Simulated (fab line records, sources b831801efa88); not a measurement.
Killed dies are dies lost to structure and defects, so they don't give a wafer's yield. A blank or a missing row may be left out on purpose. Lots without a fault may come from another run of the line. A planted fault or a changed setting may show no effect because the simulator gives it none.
fab line records | flow gf180mcu | part 1 of 2: steps 1 to 27 of 37
record lots=5 wafers=15 last_day=34
route steps=602 shown HV_LDD@195
lots that met no fault: from a run of the same line without faults
start_h: hours from the record's first day to the start of the lot's first wafer shown | wait_h: hours since the lot's step before | " the same as in the row above | L1.1+2: a row that stands for several wafers | - no value, or no start given | * or withheld: withheld | < > ~ a bound
route shown NAME@n: a module of which the file shows steps, and the number in the route of the first | usual: mean/standard deviation of fault-free wafers | same: alike in all rows | chamber/n: place in a boat | sites: the reading at each site | _std_site: their standard deviation | _edge_site: outer sites' mean less inner sites' | radius_mm: how far each site lies from the wafer's centre | mask NAME#n: copy n | behind: the tool/chamber that last shaped the wafer | hold: why the lot was held/for how many hours/how that ended | device: the transistor (n, p or np) that didn't switch | end of line: the same wafers' tests at the end of the route | a step without rows: its recipe alone | killed: dies lost to structure and defects at the first sort, not the wafer's yield | map: a wafer's dies, x killed, . not, _ none there
set.NAME: the setting as run; set.NAME@STEP: as run at that earlier step | model.NAME: the simulator's own value behind a step, which no gauge read
lots at some steps of the route; a table a step, a row a wafer
services: from which hour (start_h, from the record's first day; less than 0 if before it) a tool's chamber was out of use, for how many hours, and why
## steps
# step GF_HV_LDD_CD_MEAS_19
# recipe target_cd_nm=400
# usual cd_nm=399.9/2.8
# columns lot.wafer tool chamber start_h wait_h cd_nm
L082.1 cd_sem-02 - 297.97 0.1 395.5
L082.2 " - " " 397.6
L082.5 " - " " 397.5
L084.1 cd_sem-01 - 311.09 0.1 399.2
L084.2 " - " " 401.8
L084.4 " - " " 399.5
L086.1 cd_sem-02 - 325.14 0.1 399.8
L086.2 " - " " 396.0
L086.3 " - " " 398.7
L090.2 cd_sem-02 - 353.61 0.1 398.6
L090.3 " - " " 398.8
L090.6 " - " " 396.6
L096.3 cd_sem-01 - 410.18 0.1 399.5
L096.4 " - " " 397.3
L096.5 " - " " 399.3
# step GF_HV_LDD_OVL_MEAS_20
# usual HV_LDD_01_OVL=1.8/1.6
# columns lot.wafer tool chamber start_h wait_h HV_LDD_01_OVL[nm]
L082.1 overlay-01 - 298.09 0.1 4.3
L082.2 " - " " 5.8
L082.5 " - " " 2.1
L084.1 overlay-02 - 311.21 0.1 5.7
L084.2 " - " " 4.5
L084.4 " - " " 4.7
L086.1 overlay-01 - 325.26 0.1 1.9
L086.2 " - " " 2.9
L086.3 " - " " 2.0
L090.2 overlay-01 - 353.71 0.1 0.6
L090.3 " - " " 1.2
L090.6 " - " " 1.7
L096.3 overlay-01 - 410.27 0.1 -0.7
L096.4 " - " " -1.2
L096.5 " - " " -0.2
# step GF_HV_LDD_IMPLANT_21
# recipe species=BF2 energy_kev=25 dose_cm2=5e+13 tilt_deg=7
# columns lot.wafer tool chamber start_h wait_h
L082.1+2+5 implanter-01 0 298.13 0.0
L084.1+2+4 implanter-03 0 311.24 0.0
L086.1+2+3 implanter-03 0 325.29 0.0
L090.2+3+6 implanter-02 0 353.77 0.0
L096.3+4+5 implanter-01 0 410.34 0.1
# step GF_HV_LDD_STRIP_22
# recipe chemistry=O2/N2 power_w=1400 pressure_mtorr=1500 platen_temp_c=250 o2_flow_sccm=3000 n2_flow_sccm=300 overash_fraction=0.5
# usual drypump_motor_current_A=5.7/0.33 heater_power_w=357/42 oes_product_au=0.716/0.0043 strip_time_to_endpoint_s=12.64/0.034
# columns lot.wafer tool chamber start_h wait_h drypump_motor_current_A heater_power_w oes_product_au rf_hours_counter_h strip_time_to_endpoint_s
L082.1 plasma_asher-02 1 298.28 0.1 6.0 349 0.719 55 12.62
L082.2 " 0 " " 5.6 314 0.714 55 12.64
L082.5 " 0 " " 5.6 320 0.722 - 12.59
L084.1 plasma_asher-02 1 311.39 0.1 6.0 348 0.721 56 12.69
L084.2 " 0 " " 5.6 309 0.715 56 12.64
L084.4 " 0 " " 5.6 318 0.715 - 12.66
L086.1 plasma_asher-02 0 325.44 0.1 5.6 312 0.711 57 12.65
L086.2 " 1 " " 6.0 352 0.720 57 12.61
L086.3 " 1 " " 6.0 351 0.719 - 12.67
L090.2 plasma_asher-02 1 353.89 0.1 6.0 346 0.718 61 12.67
L090.3 " 0 " " 5.6 315 0.720 - 12.66
L090.6 " 1 " " 6.0 354 0.712 - 12.67
L096.3 plasma_asher-01 1 410.48 0.1 6.1 418 0.717 - 12.69
L096.4 " 0 " " 6.3 295 0.715 - 12.64
L096.5 " 1 " " 6.1 416 0.722 - 12.68
# step GF_HV_LDD_TW_MEAS_23
# usual HV_LDD_2_TW=1067/15
# columns lot.wafer tool chamber start_h wait_h HV_LDD_2_TW
L082.1 film_metro-02 - 298.38 0.1 1045
L082.2 " - " " 1044
L082.5 " - " " 1044
L084.1 film_metro-01 - 311.49 0.1 1068
L084.2 " - " " 1066
L084.4 " - " " 1069
L086.1 film_metro-03 - 325.54 0.1 1087
L086.2 " - " " 1087
L086.3 " - " " 1084
L090.2 film_metro-03 - 354.00 0.1 1086
L090.3 " - " " 1079
L090.6 " - " " 1080
L096.3 film_metro-01 - 410.56 0.1 1061
L096.4 " - " " 1066
L096.5 " - " " 1064
# step GF_HV_LDD_DEHYDRATE_24
# recipe temp_c=200 time_s=60
# usual plate_temp_C=200.02/0.15
# columns lot.wafer tool chamber start_h wait_h plate_temp_C
L082.1 litho_track-03 0 307.94 9.6 200.24
L082.2 " 0 " " 200.11
L082.5 " 0 " " 200.19
L084.1 litho_track-03 0 321.39 9.9 200.23
L084.2 " 0 " " 199.86
L084.4 " 0 " " 199.84
L086.1 litho_track-02 0 335.87 10.3 200.09
L086.2 " 0 " " 199.69
L086.3 " 0 " " 200.05
L090.2 litho_track-03 0 364.51 10.5 199.72
L090.3 " 0 " " 199.83
L090.6 " 0 " " 199.76
L096.3 litho_track-04 0 421.53 11.0 200.00
L096.4 " 0 " " 199.99
L096.5 " 0 " " 200.07
# step GF_HV_LDD_HMDS_25
# recipe prime_time_s=60 prime_temp_c=120
# columns lot.wafer tool chamber start_h wait_h
L082.1+2+5 litho_track-03 0 308.09 0.1
L084.1+2+4 litho_track-03 0 321.54 0.1
L086.1+2+3 litho_track-02 0 336.02 0.1
L090.2+3+6 litho_track-03 0 364.66 0.1
L096.3+4+5 litho_track-04 0 421.68 0.1
# step GF_HV_LDD_COAT_26
# recipe resist=NOVOLAK spin_rpm=3000 resist_thk_nm=1000
# usual dispense_pressure_kPa=46.6/0.55 spin_speed_rpm=3000.3/2
# columns lot.wafer tool chamber start_h wait_h dispense_pressure_kPa spin_speed_rpm
L082.1 litho_track-03 0 308.24 0.1 45.9 2999.2
L082.2 " 0 " " 45.9 2997.6
L082.5 " 0 " " 45.9 3001.1
L084.1 litho_track-03 0 321.69 0.1 45.9 2998.3
L084.2 " 0 " " 45.9 3001.0
L084.4 " 0 " " 45.9 2997.9
L086.1 litho_track-02 0 336.17 0.1 46.8 3002.5
L086.2 " 0 " " 46.8 3004.1
L086.3 " 0 " " 46.8 3004.4
L090.2 litho_track-03 0 364.81 0.1 45.9 3000.9
L090.3 " 0 " " 45.9 2998.4
L090.6 " 0 " " 45.9 2997.9
L096.3 litho_track-04 0 421.83 0.1 47.3 2999.9
L096.4 " 0 " " 47.2 3002.1
L096.5 " 0 " " 47.3 2999.8
# step GF_HV_LDD_SOFTBAKE_27
# recipe temp_c=90 time_s=60 resist=NOVOLAK
# usual plate_temp_C=89.99/0.11
# columns lot.wafer tool chamber start_h wait_h plate_temp_C
L082.1 litho_track-03 0 308.39 0.1 90.23
L082.2 " 0 " " 90.25
L082.5 " 0 " " 90.18
L084.1 litho_track-03 0 321.84 0.1 89.96
L084.2 " 0 " " 90.05
L084.4 " 0 " " 90.14
L086.1 litho_track-02 0 336.32 0.1 89.97
L086.2 " 0 " " 89.87
L086.3 " 0 " " 90.14
L090.2 litho_track-03 0 364.96 0.1 90.01
L090.3 " 0 " " 89.91
L090.6 " 0 " " 90.04
L096.3 litho_track-04 0 421.98 0.1 90.03
L096.4 " 0 " " 90.02
L096.5 " 0 " " 89.89
# step GF_HV_LDD_EXPOSE_28
# recipe mask_id=Nplus_HV_AREA target_cd_nm=400 na=0.6 source_shape=conventional sigma_outer=0.6 dose_mj=140
# usual focus_offset_nm=0.0/0.56 stage_vel_mm_s=499.97/0.26
# same sigma_outer=0.6
# columns lot.wafer tool chamber start_h wait_h mask focus_offset_nm stage_vel_mm_s
L082.1 iline_stepper-02 0 - - Nplus_HV_AREA#0 -0.5 499.95
L082.2 " 0 " " Nplus_HV_AREA#0 0.2 500.06
L082.5 " 0 " " Nplus_HV_AREA#0 0.3 500.06
L084.1 iline_stepper-01 0 - - Nplus_HV_AREA#0 0.7 500.30
L084.2 " 0 " " Nplus_HV_AREA#0 -0.4 499.82
L084.4 " 0 " " Nplus_HV_AREA#0 0.0 500.04
L086.1 iline_stepper-01 0 - - Nplus_HV_AREA#0 0.0 500.01
L086.2 " 0 " " Nplus_HV_AREA#0 0.4 499.46
L086.3 " 0 " " Nplus_HV_AREA#0 0.4 500.19
L090.2 iline_stepper-01 0 - - Nplus_HV_AREA#0 0.3 499.63
L090.3 " 0 " " Nplus_HV_AREA#0 0.4 499.98
L090.6 " 0 " " Nplus_HV_AREA#0 0.5 499.60
L096.3 iline_stepper-02 0 - - Nplus_HV_AREA#0 -0.5 499.73
L096.4 " 0 " " Nplus_HV_AREA#0 -0.9 499.86
L096.5 " 0 " " Nplus_HV_AREA#0 -0.1 499.69
# step GF_HV_LDD_PEB_29
# recipe temp_c=withheld time_s=* resist=NOVOLAK
# columns lot.wafer tool chamber start_h wait_h
L082.1+2+5 litho_track-03 0 - -
L084.1+2+4 litho_track-03 0 - -
L086.1+2+3 litho_track-03 0 - -
L090.2+3+6 litho_track-04 0 - -
L096.3+4+5 litho_track-02 0 - -
# step GF_HV_LDD_DEVELOP_30
# recipe develop_time_s=60 dev_temp_c=23
# columns lot.wafer tool chamber start_h wait_h
L082.1+2+5 litho_track-03 0 318.19 0.1
L084.1+2+4 litho_track-03 0 332.04 0.1
L086.1+2+3 litho_track-03 0 346.74 0.1
L090.2+3+6 litho_track-04 0 376.26 0.1
L096.3+4+5 litho_track-02 0 434.32 0.1
# step GF_HV_LDD_CD_MEAS_31
# recipe target_cd_nm=400
# usual cd_nm=399.3/2.4
# columns lot.wafer tool chamber start_h wait_h cd_nm
L082.1 cd_sem-02 - 318.34 0.1 401.3
L082.2 " - " " 400.2
L082.5 " - " " 399.6
L084.1 cd_sem-01 - 332.24 0.2 395.5
L084.2 " - " " 397.3
L084.4 " - " " 397.4
L086.1 cd_sem-01 - 346.89 0.1 401.5
L086.2 " - " " 399.5
L086.3 " - " " 401.0
L090.2 cd_sem-02 - 376.40 0.1 397.1
L090.3 " - " " 399.2
L090.6 " - " " 400.4
L096.3 cd_sem-01 - 434.46 0.1 399.7
L096.4 " - " " 398.6
L096.5 " - " " 398.6
# step GF_HV_LDD_OVL_MEAS_32
# usual HV_LDD_02_OVL=0.1/1.5
# columns lot.wafer tool chamber start_h wait_h HV_LDD_02_OVL[nm]
L082.1 overlay-02 - 318.46 0.1 0.3
L082.2 " - " " 2.2
L082.5 " - " " 1.3
L084.1 overlay-02 - 332.36 0.1 0.0
L084.2 " - " " 0.5
L084.4 " - " " 1.2
L086.1 overlay-02 - 347.01 0.1 2.5
L086.2 " - " " 1.5
L086.3 " - " " 2.0
L090.2 overlay-01 - 376.51 0.1 -1.1
L090.3 " - " " -0.6
L090.6 " - " " -3.0
L096.3 overlay-02 - 434.55 0.1 1.7
L096.4 " - " " 0.7
L096.5 " - " " 1.4
# step GF_HV_LDD_IMPLANT_33
# recipe species=P energy_kev=60 dose_cm2=7.5e+12 tilt_deg=30 rotation_deg=0
# usual rotation_deg=0.000/0.022
# columns lot.wafer tool chamber start_h wait_h rotation_deg
L082.1 implanter-01 0 318.49 0.0 0.016
L082.2 " 0 " " -0.031
L082.5 " 0 " " -0.007
L084.1 implanter-01 0 332.40 0.0 -0.007
L084.2 " 0 " " -0.004
L084.4 " 0 " " -0.002
L086.1 implanter-02 0 347.04 0.0 0.008
L086.2 " 0 " " -0.028
L086.3 " 0 " " 0.030
L090.2 implanter-01 0 376.57 0.0 0.017
L090.3 " 0 " " 0.002
L090.6 " 0 " " 0.031
L096.3 implanter-02 0 434.63 0.1 -0.016
L096.4 " 0 " " -0.034
L096.5 " 0 " " -0.006
# step GF_HV_LDD_IMPLANT_34
# recipe species=P energy_kev=60 dose_cm2=7.5e+12 tilt_deg=30 rotation_deg=90
# usual rotation_deg=89.999/0.025
# columns lot.wafer tool chamber start_h wait_h rotation_deg
L082.1 implanter-01 0 318.64 0.1 89.994
L082.2 " 0 " " 90.024
L082.5 " 0 " " 90.029
L084.1 implanter-01 0 332.55 0.1 90.007
L084.2 " 0 " " 90.030
L084.4 " 0 " " 90.009
L086.1 implanter-02 0 347.19 0.1 90.002
L086.2 " 0 " " 90.005
L086.3 " 0 " " 89.968
L090.2 implanter-01 0 376.72 0.1 89.975
L090.3 " 0 " " 90.034
L090.6 " 0 " " 89.977
L096.3 implanter-02 0 434.78 0.1 90.051
L096.4 " 0 " " 89.990
L096.5 " 0 " " 90.034
# step GF_HV_LDD_IMPLANT_35
# recipe species=P energy_kev=60 dose_cm2=7.5e+12 tilt_deg=30 rotation_deg=180
# usual rotation_deg=179.99/0.04
# columns lot.wafer tool chamber start_h wait_h rotation_deg
L082.1 implanter-01 0 318.79 0.1 180.03
L082.2 " 0 " " 180.00
L082.5 " 0 " " 180.01
L084.1 implanter-01 0 332.70 0.1 179.95
L084.2 " 0 " " 179.96
L084.4 " 0 " " 179.94
L086.1 implanter-02 0 347.34 0.1 179.96
L086.2 " 0 " " 180.04
L086.3 " 0 " " 180.02
L090.2 implanter-01 0 376.87 0.1 180.01
L090.3 " 0 " " 180.01
L090.6 " 0 " " 180.05
L096.3 implanter-02 0 434.93 0.1 179.97
L096.4 " 0 " " 179.96
L096.5 " 0 " " 179.89
# step GF_HV_LDD_IMPLANT_36
# recipe species=P energy_kev=60 dose_cm2=7.5e+12 tilt_deg=30 rotation_deg=270
# usual rotation_deg=270.00/0.048
# columns lot.wafer tool chamber start_h wait_h rotation_deg
L082.1 implanter-01 0 318.94 0.1 269.96
L082.2 " 0 " " 269.98
L082.5 " 0 " " 270.01
L084.1 implanter-01 0 332.85 0.1 269.99
L084.2 " 0 " " 270.01
L084.4 " 0 " " 269.99
L086.1 implanter-02 0 347.49 0.1 269.98
L086.2 " 0 " " 270.04
L086.3 " 0 " " 270.03
L090.2 implanter-01 0 377.02 0.1 269.98
L090.3 " 0 " " 270.05
L090.6 " 0 " " 269.96
L096.3 implanter-02 0 435.08 0.1 269.99
L096.4 " 0 " " 269.94
L096.5 " 0 " " 270.11
# step GF_HV_LDD_STRIP_37
# recipe chemistry=O2/N2 power_w=1400 pressure_mtorr=1500 platen_temp_c=250 o2_flow_sccm=3000 n2_flow_sccm=300 overash_fraction=0.5
# usual drypump_motor_current_A=5.8/0.32 heater_power_w=354/42 oes_product_au=0.715/0.0049 strip_time_to_endpoint_s=12.65/0.03
# columns lot.wafer tool chamber start_h wait_h drypump_motor_current_A heater_power_w oes_product_au rf_hours_counter_h strip_time_to_endpoint_s
L082.1 plasma_asher-01 0 319.09 0.1 6.3 294 0.717 62 12.66
L082.2 " 1 " " 6.1 416 0.721 62 12.65
L082.5 " 0 " " 6.3 288 0.710 - 12.65
L084.1 plasma_asher-02 1 333.00 0.1 6.0 347 0.713 58 12.62
L084.2 " 0 " " 5.6 322 0.716 58 12.66
L084.4 " 0 " " 5.6 310 0.713 - 12.64
L086.1 plasma_asher-04 1 347.64 0.1 5.7 384 0.718 70 12.66
L086.2 " 0 " " 5.2 421 0.717 70 12.68
L086.3 " 0 " " 5.2 422 0.716 - 12.70
L090.2 plasma_asher-02 1 377.14 0.1 6.0 346 0.717 64 12.66
L090.3 " 1 " " 6.0 357 0.718 - 12.64
L090.6 " 0 " " 5.6 310 0.721 - 12.64
L096.3 plasma_asher-04 0 435.21 0.1 5.2 420 0.719 - 12.58
L096.4 " 1 " " 5.7 377 0.712 - 12.61
L096.5 " 0 " " 5.2 415 0.720 - 12.61
# step GF_HV_LDD_TW_MEAS_38
# usual HV_LDD_3_TW=1452/19
# columns lot.wafer tool chamber start_h wait_h HV_LDD_3_TW
L082.1 film_metro-01 - 319.19 0.1 1450
L082.2 " - " " 1444
L082.5 " - " " 1448
L084.1 film_metro-01 - 333.10 0.1 1455
L084.2 " - " " 1449
L084.4 " - " " 1454
L086.1 film_metro-02 - 347.74 0.1 1422
L086.2 " - " " 1436
L086.3 " - " " 1429
L090.2 film_metro-03 - 377.25 0.1 1461
L090.3 " - " " 1475
L090.6 " - " " 1466
L096.3 film_metro-03 - 435.30 0.1 1482
L096.4 " - " " 1481
L096.5 " - " " 1482
# step GF_HV_LDD_DEHYDRATE_39
# recipe temp_c=200 time_s=60
# usual plate_temp_C=200.00/0.16
# columns lot.wafer tool chamber start_h wait_h plate_temp_C
L082.1 litho_track-03 0 328.94 9.7 200.19
L082.2 " 0 " " 200.24
L082.5 " 0 " " 199.95
L084.1 litho_track-03 0 342.99 9.9 200.19
L084.2 " 0 " " 199.88
L084.4 " 0 " " 199.97
L086.1 litho_track-04 0 357.83 10.1 199.87
L086.2 " 0 " " 199.92
L086.3 " 0 " " 199.89
L090.2 litho_track-03 0 388.16 10.9 200.14
L090.3 " 0 " " 199.92
L090.6 " 0 " " 200.07
L096.3 litho_track-04 0 447.03 11.7 200.14
L096.4 " 0 " " 200.03
L096.5 " 0 " " 199.97
# step GF_HV_LDD_HMDS_40
# recipe prime_time_s=60 prime_temp_c=120
# columns lot.wafer tool chamber start_h wait_h
L082.1+2+5 litho_track-03 0 329.09 0.1
L084.1+2+4 litho_track-03 0 343.14 0.1
L086.1+2+3 litho_track-04 0 357.98 0.1
L090.2+3+6 litho_track-03 0 388.31 0.1
L096.3+4+5 litho_track-04 0 447.18 0.1
# step GF_HV_LDD_COAT_41
# recipe resist=NOVOLAK spin_rpm=3000 resist_thk_nm=1000
# usual dispense_pressure_kPa=46.6/0.57 spin_speed_rpm=3000.4/2
# columns lot.wafer tool chamber start_h wait_h dispense_pressure_kPa spin_speed_rpm
L082.1 litho_track-03 0 329.24 0.1 45.9 2999.1
L082.2 " 0 " " 45.9 3001.3
L082.5 " 0 " " 45.9 2998.7
L084.1 litho_track-03 0 343.29 0.1 45.9 2999.7
L084.2 " 0 " " 45.9 3002.6
L084.4 " 0 " " 45.9 3001.5
L086.1 litho_track-04 0 358.13 0.1 47.3 3000.3
L086.2 " 0 " " 47.3 3002.0
L086.3 " 0 " " 47.3 3000.1
L090.2 litho_track-03 0 388.46 0.1 45.9 3001.3
L090.3 " 0 " " 45.9 3000.5
L090.6 " 0 " " 45.9 2998.7
L096.3 litho_track-04 0 447.33 0.1 47.3 3001.9
L096.4 " 0 " " 47.3 2996.2
L096.5 " 0 " " 47.3 2995.0
# step GF_HV_LDD_SOFTBAKE_42
# recipe temp_c=90 time_s=60 resist=NOVOLAK
# usual plate_temp_C=90.02/0.11
# columns lot.wafer tool chamber start_h wait_h plate_temp_C
L082.1 litho_track-03 0 329.39 0.1 89.77
L082.2 " 0 " " 90.15
L082.5 " 0 " " 89.98
L084.1 litho_track-03 0 343.44 0.1 90.12
L084.2 " 0 " " 90.01
L084.4 " 0 " " 89.95
L086.1 litho_track-04 0 358.28 0.1 90.02
L086.2 " 0 " " 90.01
L086.3 " 0 " " 90.01
L090.2 litho_track-03 0 388.61 0.1 90.15
L090.3 " 0 " " 90.05
L090.6 " 0 " " 89.92
L096.3 litho_track-04 0 447.48 0.1 90.27
L096.4 " 0 " " 89.96
L096.5 " 0 " " 90.18
# step GF_HV_LDD_EXPOSE_43
# recipe mask_id=Pplus_HV_AREA target_cd_nm=400 na=0.6 source_shape=conventional sigma_outer=0.6 dose_mj=140
# usual focus_offset_nm=0.0/0.45 stage_vel_mm_s=500.05/0.25
# same sigma_outer=0.6
# columns lot.wafer tool chamber start_h wait_h mask focus_offset_nm stage_vel_mm_s
L082.1 iline_stepper-01 0 - - Pplus_HV_AREA#0 -0.5 500.43
L082.2 " 0 " " Pplus_HV_AREA#0 0.0 499.95
L082.5 " 0 " " Pplus_HV_AREA#0 -0.2 500.43
L084.1 iline_stepper-01 0 - - Pplus_HV_AREA#0 -0.4 500.32
L084.2 " 0 " " Pplus_HV_AREA#0 -0.5 500.03
L084.4 " 0 " " Pplus_HV_AREA#0 -0.4 500.20
L086.1 iline_stepper-02 0 - - Pplus_HV_AREA#0 -0.5 500.19
L086.2 " 0 " " Pplus_HV_AREA#0 -0.1 500.05
L086.3 " 0 " " Pplus_HV_AREA#0 0.3 499.89
L090.2 iline_stepper-02 0 - - Pplus_HV_AREA#0 0.0 500.09
L090.3 " 0 " " Pplus_HV_AREA#0 -0.6 499.97
L090.6 " 0 " " Pplus_HV_AREA#0 0.5 500.08
L096.3 iline_stepper-02 0 - - Pplus_HV_AREA#0 0.9 500.05
L096.4 " 0 " " Pplus_HV_AREA#0 0.3 500.15
L096.5 " 0 " " Pplus_HV_AREA#0 0.9 500.33
# step GF_HV_LDD_PEB_44
# recipe temp_c=withheld time_s=* resist=NOVOLAK
# columns lot.wafer tool chamber start_h wait_h
L082.1+2+5 litho_track-04 0 - -
L084.1+2+4 litho_track-04 0 - -
L086.1+2+3 litho_track-02 0 - -
L090.2+3+6 litho_track-04 0 - -
L096.3+4+5 litho_track-04 0 - -
# step GF_HV_LDD_DEVELOP_45
# recipe develop_time_s=60 dev_temp_c=23
# columns lot.wafer tool chamber start_h wait_h
L082.1+2+5 litho_track-04 0 339.69 0.1
L084.1+2+4 litho_track-04 0 354.43 0.1
L086.1+2+3 litho_track-02 0 368.82 0.1
L090.2+3+6 litho_track-04 0 400.11 0.1
L096.3+4+5 litho_track-04 0 459.88 0.1
